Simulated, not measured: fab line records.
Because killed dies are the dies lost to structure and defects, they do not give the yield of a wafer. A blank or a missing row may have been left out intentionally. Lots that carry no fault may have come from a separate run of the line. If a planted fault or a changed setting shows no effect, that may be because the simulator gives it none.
Struck lot and sound lot, side by side | flow sfq line | 13 out of 325 route steps
Sound: wafers L902.1, L902.5, L902.6. Struck: wafer L894.5 (left out: L894.1, L894.3 of the same lot, which were not struck); the cause appears at the end.
For every step that has rows: the tool of each side, followed by ch and its chambers, followed by its first start. Under that, the readings that differ: sound wafers | struck wafers | difference of the means | sigmas: that difference in standard deviations of wafers without a fault.
alike: a reading whose means differ by less than 2 such deviations, as well as words and numbers matching on both sides. not compared: withheld readings; readings where some wafer has no value; bounds like >300 that might hide an equal value; numbers whose values overlap and for which the record gives no deviation.
A row with sigmas, a row that says differs or no value, or rows on one side alone: a step with any of these is where the two part. Non-overlapping numbers with no deviation appear without sigmas and do not part them. A reading that every wafer of one side lacks parts them only if that side has two wafers or more.

first, 2 steps without rows for these wafers: SFQ_TRILAYER_I2_VIA_STRIP_SOLV_CLEAN_072 (cleans in NMP, time 600 s); SFQ_TRILAYER_M3_DEP_PRE_CLEAN_074 (time 22.5 s).
SFQ_TRILAYER_M3_DEP_SPUTTER_073: material Nb, target thk 200 nm, time 133.3 s.
  sound on pvd sputter-05 at day 42 10:32; struck on pvd sputter-03 at day 39 10:29
  alike: throttle valve pct
SFQ_M3_RS_MEAS_919: the measuring method here is four-point-probe.
  sound on film metro-02 at day 42 10:37; struck on film metro-01 at day 39 10:35
  alike: M3_NB_RS
then, 6 steps without rows for these wafers: SFQ_TRILAYER_M3_LITHO_COAT_080 (resist thk 62 nm); SFQ_TRILAYER_M3_LITHO_COAT_075 (resist thk 600 nm); SFQ_TRILAYER_M3_LITHO_SOFTBAKE_079; SFQ_TRILAYER_M3_LITHO_EXPOSE_076 (exposes mask M3, target cd 500 nm); SFQ_TRILAYER_M3_LITHO_PEB_078 (peb time 60 s); SFQ_TRILAYER_M3_LITHO_DEVELOP_077 (time 60 s).
-- the record jumps here: 5 days lie between the struck wafers' starts before and after --
SFQ_M3_OVL_MEAS_921:
  sound on overlay-01 at day 47 02:28; struck on overlay-02 at day 44 07:16
  alike: M3_OVL
SFQ_TRILAYER_M3_BARC_OPEN_METAL_ETCH_100: etches BARC in O2, target depth 125 nm, time 41.7 s.
  sound on rie metal-03 ch 0,1, day 47 02:29; struck on rie metal-01 ch 0, day 44 07:17
  reading                                             | sound             | struck | difference | sigmas
  oes product au (a.u.)                               | 0.681 0.686 0.683 | 0.734  | +0.051     | +11
  run length s (s)                                    | 69.2 69.4 68.9    | 66.8   | -2.4       | -4
  model.KrF_of_TRILAYER_M3_LITHO_COAT_075.thk nm (nm) | 524 520.8 521.6   | 528.1  | +6.0       |
  alike: drypump motor current A
  not compared: rf hours counter h
SFQ_TRILAYER_M3_ETCH_METAL_ETCH_078: etches Nb in Cl2/Ar, stops on SiO2, target depth 240 nm, time 120 s.
  sound on rie metal-03 ch 0,1, day 47 02:33; struck on rie metal-01 ch 0, day 44 07:21
  alike: drypump motor current A, oes product au, run length s
  not compared: rf hours counter h

WHERE THEY PART
Only at SFQ_TRILAYER_M3_BARC_OPEN_METAL_ETCH_100, as far as this record shows. Later steps at which nothing parts them and some readings are alike: SFQ_TRILAYER_M3_ETCH_METAL_ETCH_078.

WHY: what the simulator had put in
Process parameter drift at SFQ_TRILAYER_M3_BARC_OPEN_METAL_ETCH_100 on rie metal-01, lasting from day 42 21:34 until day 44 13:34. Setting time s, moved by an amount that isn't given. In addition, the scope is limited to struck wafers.
